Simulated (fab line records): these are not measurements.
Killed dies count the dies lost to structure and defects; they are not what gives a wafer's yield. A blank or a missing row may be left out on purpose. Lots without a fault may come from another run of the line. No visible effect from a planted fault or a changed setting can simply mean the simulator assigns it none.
A struck lot beside a sound one :: flow sfq line :: 42 out of 325 route steps
Sound: the wafers L247.1, L247.2, L247.3. Wafers struck: L260.1, L260.2, L260.4. Last of all comes the cause.
Per side, at each step with rows, come the tool, then ch with its chambers, and then its first start. Under that, the readings that differ: sound wafers :: struck wafers :: difference of the means :: sigmas: that difference in standard deviations of wafers without a fault.
alike: words and numbers the same on both sides, and readings whose means are apart by under 2 such deviations; not compared: readings that were withheld, readings missing a value for some wafer, numbers with overlapping values and no deviation given by the record, and bounds like >300 which may hide the same value.
The two part at a step that has a row with sigmas, a row that says differs or no value, or rows on one side only. Non-overlapping numbers with no deviation appear without sigmas and do not part them. Lack of a reading on every wafer of one side parts them only where that side has two or more wafers.

first, 6 steps without rows for these wafers: SFQ_TRILAYER_I2_VIA_LITHO_COAT_072 (resist thk 62 nm); SFQ_TRILAYER_I2_VIA_LITHO_COAT_067 (resist thk 650 nm); SFQ_TRILAYER_I2_VIA_LITHO_SOFTBAKE_071; SFQ_TRILAYER_I2_VIA_LITHO_EXPOSE_068 (exposes mask I2, target cd 500 nm); SFQ_TRILAYER_I2_VIA_LITHO_PEB_070 (peb time 60 s); SFQ_TRILAYER_I2_VIA_LITHO_DEVELOP_069 (time 60 s).
SFQ_I2_OVL_MEAS_918:
  sound on overlay-02 at day 24 13:58; struck on overlay-02 at day 28 17:46
  alike: I2_OVL
SFQ_TRILAYER_I2_VIA_BARC_OPEN_VIA_ETCH_096: etches BARC in O2, target depth 125 nm, time 41.7 s.
  sound on rie diel-04 ch 0,2,3, day 24 14:01; struck on rie diel-01 ch 0,2,3, day 28 17:49
  alike: drypump motor current A, oes product au
  not compared: rf hours counter h
then, 1 step without rows for these wafers: SFQ_TRILAYER_I2_VIA_ETCH_VIA_ETCH_070 (etches SiO2 in CHF3, stops on Nb, target depth 260 nm).
SFQ_TRILAYER_I2_VIA_STRIP_STRIP_071: strips in O2.
  sound on rie metal-04 ch 0,1, day 24 14:10; struck on rie metal-02 ch 0,1, day 28 17:58
reading: drypump motor current A (A)
sound: 5.1 4.9 4.9
struck: 5.9 5.7 6.0
difference: +0.9
sigmas: +2
  alike: oes product au
  not compared: rf hours counter h
then, 2 steps without rows for these wafers: SFQ_TRILAYER_I2_VIA_STRIP_SOLV_CLEAN_072 (cleans in NMP, time 600 s); SFQ_TRILAYER_M3_DEP_PRE_CLEAN_074 (time 22.5 s).
SFQ_TRILAYER_M3_DEP_SPUTTER_073: material Nb, target thk 200 nm, time 133.3 s.
  sound on pvd sputter-06 at day 24 14:58; struck on pvd sputter-06 at day 28 18:47
reading: model.Nb_of_TRILAYER_M3_DEP_SPUTTER_073.thk nm (nm)
sound: 196 193.2 194.3
struck: 173.1 169.2 168
difference: -24.4
sigmas: 
  alike: resputter cathode voltage v, throttle valve pct
SFQ_M3_RS_MEAS_919: measurement is done with a four-point probe.
  sound on film metro-02 at day 24 15:04; struck on film metro-02 at day 28 18:52
reading: M3_NB_RS (ohm/sq)
sound: 0.904 0.919 0.915
struck: 1.028 1.050 1.058
difference: +0.133
sigmas: +11
then, 6 steps without rows for these wafers: SFQ_TRILAYER_M3_LITHO_COAT_080 (resist thk 62 nm); SFQ_TRILAYER_M3_LITHO_COAT_075 (resist thk 600 nm); SFQ_TRILAYER_M3_LITHO_SOFTBAKE_079; SFQ_TRILAYER_M3_LITHO_EXPOSE_076 (exposes mask M3, target cd 500 nm); SFQ_TRILAYER_M3_LITHO_PEB_078 (peb time 60 s); SFQ_TRILAYER_M3_LITHO_DEVELOP_077 (time 60 s).
-- the record jumps here: 4 days lie between the struck wafers' starts before and after --
SFQ_M3_OVL_MEAS_921:
  sound on overlay-02 at day 28 21:22; struck on overlay-02 at day 32 15:22
  alike: M3_OVL
then, 1 step without rows for these wafers: SFQ_TRILAYER_M3_BARC_OPEN_METAL_ETCH_100 (etches BARC in O2, target depth 125 nm, time 41.7 s).
SFQ_TRILAYER_M3_ETCH_METAL_ETCH_078: etches Nb in Cl2/Ar, stops on SiO2, target depth 240 nm, time 120 s.
  sound on rie metal-01 ch 0,1, day 28 21:28; struck on rie metal-01 ch 0,1, day 32 15:28
reading: oes product au (a.u.)
sound: 0.885 0.878 0.876
struck: 0.831 0.812 0.812
difference: -0.061
sigmas: -7
  alike: drypump motor current A
  not compared: rf hours counter h
SFQ_TRILAYER_M3_STRIP_STRIP_079: strips in O2.
  sound on rie metal-01 ch 0,1, day 28 21:35; struck on rie metal-01 ch 0,1, day 32 15:35
  alike: drypump motor current A, oes product au
  not compared: rf hours counter h
then, 2 steps without rows for these wafers: SFQ_TRILAYER_M3_STRIP_SOLV_CLEAN_080 (cleans in NMP, time 600 s); SFQ_TRILAYER_I3_DEP_PECVD_081 (deposits SiO2 from SiH4/N2O, time 111.11 s, target thk 500 nm).
-- the record jumps here: 2 days lie between the struck wafers' starts before and after --
SFQ_TRILAYER_I3_CMP_CMP_082: polishes SiO2.
  sound on cmp-02 ch 1,2,3, day 30 05:47; struck on cmp-02 ch 1,2,3, day 35 01:01
  alike: edge zone pressure frac, motor current A, platen rpm, slurry filter dp kPa, time to endpoint s
SFQ_I3_BOW_MEAS_922:
  sound on film metro-02 at day 30 08:17; struck on film metro-04 at day 35 03:31
  alike: I3_BOW
then, 7 steps without rows for these wafers: SFQ_TRILAYER_I3_METRO_MEASURE_083; SFQ_TRILAYER_I3_VIA_LITHO_COAT_090 (resist thk 62 nm); SFQ_TRILAYER_I3_VIA_LITHO_COAT_085 (resist thk 650 nm); SFQ_TRILAYER_I3_VIA_LITHO_SOFTBAKE_089; SFQ_TRILAYER_I3_VIA_LITHO_EXPOSE_086 (exposes mask I3, target cd 500 nm); SFQ_TRILAYER_I3_VIA_LITHO_PEB_088 (peb time 60 s); SFQ_TRILAYER_I3_VIA_LITHO_DEVELOP_087 (time 60 s).
-- the record jumps here: 3 days lie between the struck wafers' starts before and after --
SFQ_I3_OVL_MEAS_923:
  sound on overlay-01 at day 33 23:40; struck on overlay-02 at day 38 02:49
  alike: I3_OVL
SFQ_TRILAYER_I3_VIA_BARC_OPEN_VIA_ETCH_121: etches BARC in O2, target depth 125 nm, time 41.7 s.
  sound on rie diel-04 ch 0,2,3, day 33 23:43; struck on rie diel-01 ch 1,2,3, day 38 02:52
  alike: drypump motor current A, oes product au
  not compared: rf hours counter h
then, 4 steps without rows for these wafers: SFQ_TRILAYER_I3_VIA_ETCH_VIA_ETCH_088 (etches SiO2 in CHF3, stops on Nb, target depth 260 nm); SFQ_TRILAYER_I3_VIA_STRIP_STRIP_089 (strips in O2); SFQ_TRILAYER_I3_VIA_STRIP_SOLV_CLEAN_090 (cleans in NMP, time 600 s); SFQ_TRILAYER_M4_DEP_PRE_CLEAN_092 (time 22.5 s).
-- the record jumps here: 42 days lie between the struck wafers' starts before and after --
SFQ_M8_BOW_MEAS_951:
  sound on film metro-03 at day 77 20:43; struck on film metro-03 at day 80 02:13
reading: M8_BOW (um)
sound: -4 -4 3
struck: 29 30 13
difference: +26
sigmas: +2

reading: model.etest.m3.ohm um
sound: 1.803 1.831 1.819
struck: 2.054 2.096 2.112
difference: +0.270
sigmas: 

reading: model.etest.i2.link ohm
sound: 1.986 2.003 2.009
struck: 2.14 2.17 2.163
difference: +0.16
sigmas: 

reading: model.etest.m3.ohm sq
sound: 0.907 0.9201 0.9148
struck: 1.027 1.051 1.058
difference: +0.131
sigmas: 

reading: model.etest.i3.link ohm
sound: 1.99 2.025 2.017
struck: 2.094 2.138 2.146
difference: +0.115
sigmas: 

## WHERE THEY PART
Last at SFQ_M8_BOW_MEAS_951 as far as this record goes, first at SFQ_TRILAYER_I2_VIA_STRIP_STRIP_071.

WHY: the cause the simulator had injected
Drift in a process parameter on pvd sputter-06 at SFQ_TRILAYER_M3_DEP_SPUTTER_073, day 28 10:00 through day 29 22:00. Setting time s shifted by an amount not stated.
